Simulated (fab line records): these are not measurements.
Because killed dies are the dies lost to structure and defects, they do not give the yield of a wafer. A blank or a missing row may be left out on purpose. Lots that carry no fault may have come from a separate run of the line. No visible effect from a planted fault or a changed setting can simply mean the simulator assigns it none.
fab line records    flow sky130
record: lots: 6  wafers: 18  last_day: 51
route steps=708 shown SONOS_TUNNEL@158 SONOS_ONO@168 PAD_OPEN@708
lots untouched by any fault: they come from a run of this same line in which no faults occurred
start_h: start of the lot's first displayed wafer, in hours after the record's first day    wait_h: hours elapsed since this lot's preceding step    " unchanged from the row above    L1.1+2: a single row standing in for several wafers    - value missing, or start not given    * or withheld: withheld    < > ~ a bound
route shown NAME@n: names a module that has steps shown in the file, with the first one's number in the route    usual: average and standard deviation across the fault-free wafers    same: alike in all rows    chamber/n: place in a boat    sites: the reading at each site    _std_site: how widely they spread, as a standard deviation    _edge_site: mean of outer sites minus mean of inner sites    radius_mm: for every site, how far away it sits from the centre of the wafer    mask NAME#n: copy n    behind: tool/chamber where the wafer was last shaped    hold: cause of the lot's hold/its duration in hours/its outcome    device: the transistor (n, p or np) that didn't switch    end of line: tests run on the same wafers once the route is complete    step lacking rows: just its recipe    killed: at the first sort, the dies lost to defects and structure; wafer yield is something else    map: shows each die of a wafer: x if killed, . if not, _ if none is there
set.NAME: the setting the step ran with; set.NAME@STEP: the setting that earlier step ran with    model.NAME: the simulator's own value behind a step, which no gauge read
lots at selected steps of the route; one table per step, one row per wafer
== steps ==
step: SKY_SONOS_TUNNEL_EXPOSE_04
recipe: mask_id: TUNM  na: 0.6  source_shape: conventional  sigma_outer: 0.6  polarization: unpolarized  target_cd_nm: 410  dose_mj: 133.9
step: SKY_SONOS_TUNNEL_PEB_05
recipe: temp_c: withheld  time_s: *  resist: NOVOLAK
step: SKY_SONOS_TUNNEL_DEVELOP_06
recipe: resist: NOVOLAK  developer: TMAH  develop_time_s: 60  dev_temp_c: 23
step: SKY_SONOS_TUNNEL_CD_MEAS_07
recipe: target_cd_nm: 410
usual: cd_nm: 409.2/2.2
lot.wafer  tool       chamber  start_h  wait_h  cd_nm
L565.1     cd_sem-02  -        265.02   0.1     415.9
L565.3     "          -        "        "       411.9
L565.6     "          -        "        "       415.8
L574.2     cd_sem-01  -        335.74   0.1     410.1
L574.3     "          -        "        "       409.1
L574.4     "          -        "        "       410.2
L575.2     cd_sem-01  -        342.09   0.1     409.8
L575.5     "          -        "        "       409.7
L575.6     "          -        "        "       411.7
L576.2     cd_sem-02  -        355.34   0.1     411.1
L576.5     "          -        "        "       408.7
L576.6     "          -        "        "       409.5
L584.2     cd_sem-01  -        416.08   0.1     407.7
L584.5     "          -        "        "       408.6
L584.6     "          -        "        "       405.7
L588.1     cd_sem-02  -        449.76   0.1     411.1
L588.3     "          -        "        "       410.3
L588.4     "          -        "        "       411.9
step: SKY_SONOS_TUNNEL_OVL_MEAS_08
usual: SONOS_TUNNEL_OVL: 0.3/1.2
lot.wafer  tool        chamber  start_h  wait_h  SONOS_TUNNEL_OVL[nm]
L565.1     overlay-01  -        265.14   0.1     0.4
L565.3     "           -        "        "       -0.3
L565.6     "           -        "        "       -0.1
L574.2     overlay-02  -        335.84   0.1     1.3
L574.3     "           -        "        "       -0.3
L574.4     "           -        "        "       -0.2
L575.2     overlay-01  -        342.19   0.1     -1.2
L575.5     "           -        "        "       1.6
L575.6     "           -        "        "       0.5
L576.2     overlay-01  -        355.44   0.1     -1.8
L576.5     "           -        "        "       -2.4
L576.6     "           -        "        "       -2.2
L584.2     overlay-02  -        416.18   0.1     -1.9
L584.5     "           -        "        "       -1.3
L584.6     "           -        "        "       -0.2
L588.1     overlay-02  -        449.88   0.1     -1.1
L588.3     "           -        "        "       -0.2
L588.4     "           -        "        "       -1.8
step: SKY_SONOS_TUNNEL_IMPLANT_09
recipe: species: B  energy_kev: 20  dose_cm2: 1e+12  tilt_deg: withheld
step: SKY_SONOS_TUNNEL_WET_ETCH_10
recipe: chemistry: dHF  target_depth_nm: 14  target: SiO2  dilution: 100:1  temp_c: 25  time_s: 280
step: SKY_SONOS_TUNNEL_STRIP_11
recipe: chemistry: SPM  time_s: 600  temp_c: 130
step: SKY_SONOS_TUNNEL_TW_MEAS_12
usual: SONOS_TUNNEL_TW: 196.7/1.4
lot.wafer  tool           chamber  start_h  wait_h  SONOS_TUNNEL_TW
L565.1     film_metro-04  -        265.59   0.0     199.0
L565.3     "              -        "        "       197.6
L565.6     "              -        "        "       197.8
L574.2     film_metro-04  -        336.29   0.0     199.6
L574.3     "              -        "        "       199.3
L574.4     "              -        "        "       199.0
L575.2     film_metro-03  -        342.64   0.0     196.2
L575.5     "              -        "        "       197.1
L575.6     "              -        "        "       196.2
L576.2     film_metro-03  -        355.89   0.0     196.6
L576.5     "              -        "        "       195.8
L576.6     "              -        "        "       195.9
L584.2     film_metro-03  -        416.88   0.0     195.1
L584.5     "              -        "        "       196.1
L584.6     "              -        "        "       195.7
L588.1     film_metro-04  -        450.33   0.0     198.7
L588.3     "              -        "        "       197.5
L588.4     "              -        "        "       197.9
step: SKY_SONOS_TUNNEL_CLEAN_13
recipe: chemistry: dHF  time_s: 20  dilution: 100:1  dry: ipa_marangoni
step: SKY_SONOS_ONO_OXIDATION_00
recipe: temp_c: 800  ambient: O2  idle_temp_c: 700  ramp_up_c_per_min: 10  ramp_down_c_per_min: 3  stabilise_s: 600  purge_s: 300  target_thk_a: 26  ox_time_s: 1249
step: SKY_SONOS_ONO_THK_MEAS_01
recipe: reads: SiO2_of_SONOS_ONO_OXIDATION_00
usual: SONOS_ONO_OXIDATION_THK: 2.58/0.063
lot.wafer  tool           chamber  start_h  wait_h  SONOS_ONO_OXIDATION_THK[nm]
L565.1     film_metro-03  -        268.66   0.0     2.56
L565.3     "              -        "        "       2.53
L565.6     "              -        "        "       2.51
L574.2     film_metro-04  -        337.97   0.0     2.49
L574.3     "              -        "        "       2.52
L574.4     "              -        "        "       2.53
L575.2     film_metro-04  -        344.29   0.0     2.47
L575.5     "              -        "        "       2.48
L575.6     "              -        "        "       2.45
L576.2     film_metro-02  -        357.62   0.0     2.57
L576.5     "              -        "        "       2.46
L576.6     "              -        "        "       2.57
L584.2     film_metro-04  -        418.84   0.0     2.63
L584.5     "              -        "        "       2.56
L584.6     "              -        "        "       2.58
L588.1     film_metro-04  -        451.83   0.0     2.58
L588.3     "              -        "        "       2.50
L588.4     "              -        "        "       2.59
step: SKY_SONOS_ONO_CVD_02
recipe: material: Si3N4  precursor: DCS/NH3  target_thk_nm: 10.5  temp_c: 770  time_s: 189  pressure_mtorr: 250
usual: pressure_mtorr: 250.0/0.4  spike_tc_bottom_C: 790.2/2.3
lot.wafer  tool      chamber  start_h  wait_h  pressure_mtorr  spike_tc_bottom_C
L565.1     lpcvd-02  0        270.17   1.5     249.8           794.0
L565.3     "         0        "        "       249.8           793.4
L565.6     "         0        "        "       249.6           793.6
L574.2     lpcvd-02  1        339.65   1.7     249.5           787.1
L574.3     "         1        "        "       250.0           789.5
L574.4     "         1        "        "       249.7           790.1
L575.2     lpcvd-02  1        344.65   0.3     -               -
L575.5     "         1        "        "       -               -
L575.6     "         1        "        "       -               -
L576.2     lpcvd-02  1        360.11   2.5     -               -
L576.5     "         1        "        "       -               -
L576.6     "         1        "        "       -               -
L584.2     lpcvd-02  0        419.11   0.3     249.0           793.0
L584.5     "         0        "        "       249.6           793.7
L584.6     "         0        "        "       250.4           791.7
L588.1     lpcvd-02  1        451.89   0.1     250.4           787.4
L588.3     "         1        "        "       250.3           790.1
L588.4     "         1        "        "       250.0           790.4
step: SKY_PAD_OPEN_PROBE_99
usual: defect_limited_yield: 82.8/2  killed_at_M0_to_M3: 43/6.8  killed_at_M4_up: 3.3/1.9  killed_at_contacts: 24/5.3  killed_at_front_end: 14/4.3  killed_at_other: 0.3/0.62  killed_dies: 85/9.8  killed_open: 46/8  killed_short: 39/5.9  sort_bin_3_pad_short: 0.8/0.39  sort_bin_5_function: 10.2/1.5  sort_bin_6_memory: 6.2/1.2  sort_n_pass: 407/9.8  sort_yield_pct: 82.8/2
same: gross_dies: 492  killed_at_back_side: 0  sort_bin_4_leakage[%]: 0  sort_bin_8_speed[%]: 0
lot.wafer  tool       chamber  start_h  wait_h  defect_limited_yield[%]  killed_at_M0_to_M3  killed_at_M4_up  killed_at_contacts  killed_at_front_end  killed_at_other  killed_dies  killed_open  killed_short  sort_bin_3_pad_short[%]  sort_bin_5_function[%]  sort_bin_6_memory[%]  sort_n_pass  sort_yield_pct[%]
L565.1     prober-01  -        1110.00  0.1     83.9                     45                  1                21                  12                   0                79           31           48            0.6                      7.5                     7.9                   413          83.9
L565.3     prober-01  -        1110.10  0.2     82.7                     44                  0                24                  17                   0                85           52           33            0.8                      12.4                    4.1                   407          82.7
L565.6     prober-01  -        1110.25  0.2     80.9                     46                  4                24                  20                   0                94           55           39            0.6                      12.8                    5.7                   398          80.9
L574.2     prober-02  -        1156.48  0.1     80.9                     54                  1                17                  22                   0                94           55           39            0.6                      12.8                    5.7                   398          80.9
L574.3     prober-02  -        1156.53  0.2     83.1                     37                  6                25                  14                   1                83           47           36            0.6                      9.3                     6.9                   409          83.1
L574.4     prober-02  -        1156.58  0.2     80.9                     58                  0                22                  14                   0                94           55           39            1.0                      12.6                    5.5                   398          80.9
L584.2     prober-02  -        1210.11  0.1     83.3                     41                  3                26                  12                   0                82           45           37            1.0                      9.8                     5.9                   410          83.3
L584.5     prober-02  -        1210.26  0.2     84.8                     42                  2                23                  8                    0                75           41           34            0.6                      8.5                     6.1                   417          84.8
L584.6     prober-02  -        1210.31  0.2     82.3                     42                  3                23                  19                   0                87           48           39            0.6                      11.6                    5.5                   405          82.3
L588.1     prober-02  -        1226.27  0.1     82.9                     37                  0                28                  19                   0                84           53           31            0.4                      11.2                    5.5                   408          82.9
L588.3     prober-02  -        1226.37  0.2     83.3                     52                  1                16                  13                   0                82           40           42            0.8                      9.3                     6.5                   410          83.3
L588.4     prober-02  -        1226.42  0.2     82.9                     37                  1                30                  16                   0                84           42           42            0.8                      10.6                    5.7                   408          82.9
killed by level:class
L565.1 VIA1:geometric_particle:open=10 CONTACT:geometric_particle:open=8 VIA2:geometric_particle:open=7 VIA3:geometric_particle:short=6 LOCAL_INTERCONNECT:geometric_particle:short=6 VIA1:geometric_particle:short=6 METAL2:geometric_particle:short=6 POLY_GATE:geometric_particle:short=5
L565.3 VIA1:geometric_particle:open=11 VIA2:geometric_particle:open=10 CONTACT:geometric_particle:open=9 CONTACT:geometric_particle:short=8 VIA3:geometric_particle:open=6 METAL3:geometric_particle:short=5 FIELD_ISO:geometric_particle:open=4 POLY_GATE:geometric_particle:open=4
L565.6 POLY_GATE:geometric_particle:open=8 CONTACT:geometric_particle:open=8 VIA3:geometric_particle:open=8 VIA1:geometric_particle:open=7 FIELD_ISO:geometric_particle:open=5 METAL1:geometric_particle:short=5 VIA3:geometric_particle:short=5 VIA2:geometric_particle:open=5
L574.2 VIA3:geometric_particle:open=12 VIA1:geometric_particle:open=10 VIA2:geometric_particle:open=8 CONTACT:geometric_particle:open=7 POLY_GATE:geometric_particle:short=7 METAL2:geometric_particle:short=6 METAL3:geometric_particle:short=6 POLY_GATE:geometric_particle:open=5
L574.3 VIA1:geometric_particle:open=8 LI_CONTACT:geometric_particle:open=7 VIA3:geometric_particle:open=7 CONTACT:geometric_particle:short=6 CONTACT:geometric_particle:open=6 POLY_GATE:geometric_particle:open=5 VIA1:geometric_particle:short=5 METAL3:geometric_particle:short=5
L574.4 VIA1:geometric_particle:open=20 VIA3:geometric_particle:open=8 CONTACT:geometric_particle:open=7 LI_CONTACT:geometric_particle:open=6 METAL1:geometric_particle:short=6 VIA1:geometric_particle:short=6 POLY_GATE:geometric_particle:short=5 POLY_GATE:geometric_particle:open=5
L584.2 VIA1:geometric_particle:open=10 CONTACT:geometric_particle:open=9 LI_CONTACT:geometric_particle:open=8 VIA2:geometric_particle:open=7 LI_CONTACT:geometric_particle:short=5 POLY_GATE:geometric_particle:open=5 METAL1:geometric_particle:short=5 VIA1:geometric_particle:short=5
L584.5 VIA1:geometric_particle:open=9 LI_CONTACT:geometric_particle:open=7 CONTACT:geometric_particle:open=7 VIA2:geometric_particle:open=6 VIA2:geometric_particle:short=5 LOCAL_INTERCONNECT:geometric_particle:short=5 VIA3:geometric_particle:open=4 LI_CONTACT:geometric_particle:short=4
L584.6 CONTACT:geometric_particle:open=9 VIA3:geometric_particle:open=8 VIA1:geometric_particle:open=7 FIELD_ISO:geometric_particle:short=6 VIA2:geometric_particle:open=6 SPACER:geometric_particle:open=5 LI_CONTACT:geometric_particle:open=5 METAL2:geometric_particle:short=5
L588.1 LI_CONTACT:geometric_particle:open=9 VIA1:geometric_particle:open=8 FIELD_ISO:geometric_particle:open=7 CONTACT:geometric_particle:open=7 VIA2:geometric_particle:open=7 CONTACT:geometric_particle:short=5 METAL1:geometric_particle:short=4 VIA3:geometric_particle:open=4
L588.3 VIA1:geometric_particle:open=11 VIA2:geometric_particle:open=7 FIELD_ISO:geometric_particle:short=6 METAL2:geometric_particle:short=6 VIA1:geometric_particle:short=6 CONTACT:geometric_particle:open=5 METAL1:geometric_particle:short=5 VIA3:geometric_particle:open=5
L588.4 LOCAL_INTERCONNECT:geometric_particle:short=13 VIA1:geometric_particle:open=9 METAL1:geometric_particle:short=8 CONTACT:geometric_particle:open=7 VIA3:geometric_particle:open=7 LI_CONTACT:geometric_particle:open=6 FIELD_ISO:geometric_particle:short=5 CONTACT:geometric_particle:short=4
== key ==
first_sign: step: SKY_SONOS_ONO_CVD_02  reading: tool_record  direction: missing
effect none on later readings
met_at SKY_SONOS_ONO_CVD_02
struck_wafers L575.2,L575.5,L575.6,L576.2,L576.5,L576.6
scrapped_behind SKY_SONOS_ONO_THK_MEAS_03 L575.2,L575.5,L575.6,L576.2,L576.5,L576.6
onset_between 339.65 344.65
fault: kind: skipped_step_whole  tool: lpcvd-02  chamber: -  onset_h: 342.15  steps: SKY_SONOS_ONO_CVD_02  scope: struck_lots_only
